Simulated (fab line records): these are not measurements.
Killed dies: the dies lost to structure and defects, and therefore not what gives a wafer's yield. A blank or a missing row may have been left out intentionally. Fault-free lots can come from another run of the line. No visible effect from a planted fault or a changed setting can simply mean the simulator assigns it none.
One fault seen from 2 desks :: flow sky130 :: what lay behind the numbers comes last; until then each desk has only its own

== DESK OF THE TOOL OWNER: lpcvd-02 ==
The tool's own readings at SKY_POLY_GATE_CVD_03 (deposits Si3N4 from DCS/NH3, target thk 75 nm, time 1290 s): means of the sampled wafers that have a number, for each lot that ran on this tool. Any lot whose mean is over 4 standard deviations away from the usual mean is out of limits and marked OUT; that distance is given in the brackets.
Columns: A = pressure-mtorr at SKY_POLY_GATE_CVD_03, usual 249.9 mTorr; B = zone-power-bottom-pct at SKY_POLY_GATE_CVD_03, usual 20.2 %; C = zone-power-lower-pct at SKY_POLY_GATE_CVD_03, usual 13.5 %
lot: L505
first seen here: day 16 00:52
A: 248.7
B: 22.6
C: 12.8

lot: L506
first seen here: day 16 06:04
A: 250.2
B: 18.1
C: 14.0

lot: L507
first seen here: day 16 18:44
A: 250.1
B: 22.5
C: 12.8

lot: L509
first seen here: day 17 01:22
A: 250.2
B: 18.2
C: 14.0

lot: L510
first seen here: day 17 03:46
A: 250.8
B: 22.5
C: 12.9

lot: L511
first seen here: day 17 17:24
A: 250.2
B: 22.5
C: 12.8

lot: L519
first seen here: day 20 04:50
A: 249.5
B: 18.1
C: 14.0

lot: L526
first seen here: day 23 04:02
A: 250.0
B: 18.3
C: 14.0

lot: L527
first seen here: day 23 06:27
A: 249.8
B: 22.4
C: 12.8

lot: L528
first seen here: day 23 11:28
A: 249.6
B: 22.3
C: 12.8
This desk found nothing out of limits on any of the 10 lots.

== AT THE METROLOGY DESK ==
What the gauges read for every lot (on any tool): the sampled wafers with a number, averaged. Any lot whose mean is over 4 standard deviations away from the usual mean is out of limits and marked OUT; that distance is given in the brackets.
Columns: A = POLY_GATE_CVD_03_THK at SKY_POLY_GATE_THK_MEAS_04, usual 75.5 nm; B = cd-nm at SKY_METAL2_CD_MEAS_15, usual 140.1 nm
lot: L505
first seen here: day 16 02:14
A: 75.0
B: 140.0

lot: L506
first seen here: day 16 07:26
A: 74.4
B: 140.5

lot: L507
first seen here: day 16 20:07
A: 74.2
B: 142.6

lot: L509
first seen here: day 17 02:44
A: 75.3
B: 138.9

lot: L510
first seen here: day 17 05:08
A: 74.5
B: 139.9

lot: L511
first seen here: day 17 18:46
A: 76.2
B: 139.2

lot: L519
first seen here: day 20 06:12
A: 51.2 (-31) OUT
B: 142.8

lot: L526
first seen here: day 23 05:25
A: 75.0
B: 139.4

lot: L527
first seen here: day 23 07:50
A: 76.2
B: 139.8

lot: L528
first seen here: day 23 12:49
A: 75.5
B: 136.6
Finding of this desk: L519 out of limits, first seen on L519 at day 20 06:12 (POLY_GATE_CVD_03_THK at SKY_POLY_GATE_THK_MEAS_04). L505, L506, L507, L509, L510, L511, L526, L527, L528 stayed within limits.

== BROUGHT TOGETHER ==
L519 would have let the metrology desk raise an alarm at day 20 06:12.
The tool owner's desk saw nothing out of limits.
Tool owner's desk: L519 on record, inside its limits.
SKY_POLY_GATE_CVD_03 was run on lpcvd-02 by each of the lots named.

== WHAT WAS PUT IN BY THE SIMULATOR ==
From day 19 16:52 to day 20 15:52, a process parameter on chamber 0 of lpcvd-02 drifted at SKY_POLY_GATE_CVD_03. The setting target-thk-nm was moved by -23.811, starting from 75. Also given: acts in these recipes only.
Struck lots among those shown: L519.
Per desk, hours elapsed from the start of the fault to the first reading out of limits: for the metrology desk, 13.
